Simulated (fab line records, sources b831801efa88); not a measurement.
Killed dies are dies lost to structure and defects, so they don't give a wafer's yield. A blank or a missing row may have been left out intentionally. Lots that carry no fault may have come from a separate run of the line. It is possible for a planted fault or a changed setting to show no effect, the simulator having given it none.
Which tool was responsible? ; flow gf180mcu ; Sampling: 13 lots, 39 wafers, 5 of 602 route steps

== WHAT THE GAUGES SHOWED, per wafer ==
GF_SALICIDE_THK_MEAS_05: measures by xrf. Usual: SALICIDE_TIN_THK 20.0 nm, standard deviation 0.32.
lot;measured;on;SALICIDE_TIN_THK (nm);flag
L488;day 15 09:25;filmMetro-02;19.7 19.6 19.2;
L489;day 15 15:07;filmMetro-04;20.3 20.2 20.0;
L490;day 16 02:33;filmMetro-02;19.9 20.1 20.0;
L497;day 18 17:35;filmMetro-02;20.2 20.5 20.2;
L502;day 20 14:47;filmMetro-04;20.0 20.1 20.3;
L504;day 21 00:39;filmMetro-01;20.3 19.8 20.1;
L505;day 21 11:46;filmMetro-01;20.0 20.1 20.0;
L506;day 21 20:22;filmMetro-02;20.3 20.3 20.3;
L507;day 22 02:34;filmMetro-01;20.5 20.3 20.5;
L508;day 22 15:44;filmMetro-01;20.4 20.2 20.1;
L509;day 22 16:02;filmMetro-02;20.4 20.0 20.2;
L510;day 23 03:01;filmMetro-02;19.7 19.6 19.6;
L511;day 23 06:20;filmMetro-01;20.1 20.2 19.8;

GF_M1_THK_MEAS_06: measures by xrf. Usual: M1_ALCU_THK 448 nm, standard deviation 5.1.
lot;measured;on;M1_ALCU_THK (nm);flag
L488;day 16 09:37;filmMetro-01;457 455 443;
L489;day 16 15:35;filmMetro-02;450 451 449;
L490;day 17 03:30;filmMetro-01;451 435 436;
L497;day 19 20:50;filmMetro-02;435 444 432;
L502;day 21 17:34;filmMetro-01;450 446 449;
L504;day 22 03:04;filmMetro-02;454 447 453;
L505;day 22 14:03;filmMetro-01;450 454 451;
L506;day 22 22:04;filmMetro-02;458 451 454;
L507;day 23 04:35;filmMetro-02;454 443 452;
L508;day 23 16:55;filmMetro-03;450 457 452;
L509;day 23 18:02;filmMetro-02;455 454 454;
L510;day 24 04:07;filmMetro-03;440 446 446;
L511;day 24 07:58;filmMetro-02;443 455 452;

GF_V1_THK_MEAS_01. Usual: V1_CVD_00_THK 604 nm, standard deviation 8.6.
lot;measured;on;V1_CVD_00_THK (nm);flag
L488;day 17 09:04;filmMetro-01;600 589 606;
L489;day 17 15:04;filmMetro-04;617 598 607;
L490;day 18 03:19;filmMetro-03;595 612 603;
L497;day 20 22:22;filmMetro-01;588 598 595;
L502;day 22 17:26;filmMetro-04;600 597 598;
L504;day 23 03:05;filmMetro-01;609 601 605;
L505;day 23 14:09;filmMetro-04;603 608 628;
L506;day 23 21:49;filmMetro-03;619 611 619;
L507;day 24 03:39;filmMetro-01;588 591 594;
L508;day 24 16:14;filmMetro-03;607 606 614;
L509;day 24 17:05;filmMetro-03;599 602 602;
L510;day 25 02:56;filmMetro-01;617 619 609;
L511;day 25 06:34;filmMetro-01;584 578 590;

== WHAT TOOL EACH LOT RAN ON (gives the tool, then ch and the chambers of the sampled wafers, and finally the start) ==
lot;GF_CONTACT_SPUTTER_22;GF_M1_SPUTTER_04
L488;pvdSputter-01, day 16 08:35;pvdSputter-04, day 16 09:27
L489;pvdSputter-01, day 16 14:34;pvdSputter-03, day 16 15:25
L490;pvdSputter-02, day 17 02:17;pvdSputter-01, day 17 03:19
L497;pvdSputter-03, day 19 19:49;pvdSputter-04, day 19 20:41
L502;pvdSputter-02, day 21 16:32;pvdSputter-01, day 21 17:24
L504;pvdSputter-02, day 22 02:02;pvdSputter-03, day 22 02:53
L505;pvdSputter-03, day 22 13:01;pvdSputter-03, day 22 13:53
L506;pvdSputter-02, day 22 21:03;pvdSputter-03, day 22 21:55
L507;pvdSputter-02, day 23 03:32;pvdSputter-04, day 23 04:24
L508;pvdSputter-01, day 23 15:54;pvdSputter-04, day 23 16:46
L509;pvdSputter-02, day 23 17:01;pvdSputter-03, day 23 17:52
L510;pvdSputter-01, day 24 02:59;pvdSputter-01, day 24 03:57
L511;pvdSputter-02, day 24 06:56;pvdSputter-04, day 24 07:47
- GF_CONTACT_SPUTTER_22: material Ti, target thk 15 nm, time 80.02 s.
- GF_M1_SPUTTER_04: material TiN, target thk 50 nm, time 41.7 s.

== WHAT THE TOOLS THEMSELVES READ (means of the sampled wafers that have a number; where no wafer has one, the mark that the record gives instead) ==
GF_CONTACT_SPUTTER_22. Usual: 29.9 % for throttleValvePct, sd 0.93.
lot;tool;throttleValvePct (%);flag
L488;pvdSputter-01;30.5;
L489;pvdSputter-01;30.6;
L490;pvdSputter-02;30.2;
L497;pvdSputter-03;29.8;
L502;pvdSputter-02;28.9;
L504;pvdSputter-02;29.3;
L505;pvdSputter-03;29.7;
L506;pvdSputter-02;30.2;
L507;pvdSputter-02;29.3;
L508;pvdSputter-01;30.6;
L509;pvdSputter-02;29.4;
L510;pvdSputter-01;30.5;
L511;pvdSputter-02;29.4;

GF_M1_SPUTTER_04. Usual: 29.8 % for throttleValvePct, sd 0.88.
lot;tool;throttleValvePct (%);flag
L488;pvdSputter-04;29.4;
L489;pvdSputter-03;30.3;
L490;pvdSputter-01;30.7;
L497;pvdSputter-04;29.4;
L502;pvdSputter-01;30.5;
L504;pvdSputter-03;29.7;
L505;pvdSputter-03;30.9;
L506;pvdSputter-03;31.0;
L507;pvdSputter-04;29.8;
L508;pvdSputter-04;29.5;
L509;pvdSputter-03;30.5;
L510;pvdSputter-01;30.4;
L511;pvdSputter-04;29.0;

== THE ANSWER, worked out from the rows above alone ==
Rule: a lot is off if the mean of its wafers that have a number lies more than 3 standard deviations from the usual mean. A lot without any number at a reading at which 4 lots or more have one is off too. Any other lot the step has rows for is counted as sound. First the gauges in route order, then the tools' own readings, where a lot's mean is used as printed above. At the first step where some lot is off, the reading lying furthest off is the one used; lots without a number count as furthest.
Across all readings shown, no lot is off: no conclusion can be drawn from this.

== WHAT WAS PUT IN BY THE SIMULATOR ==
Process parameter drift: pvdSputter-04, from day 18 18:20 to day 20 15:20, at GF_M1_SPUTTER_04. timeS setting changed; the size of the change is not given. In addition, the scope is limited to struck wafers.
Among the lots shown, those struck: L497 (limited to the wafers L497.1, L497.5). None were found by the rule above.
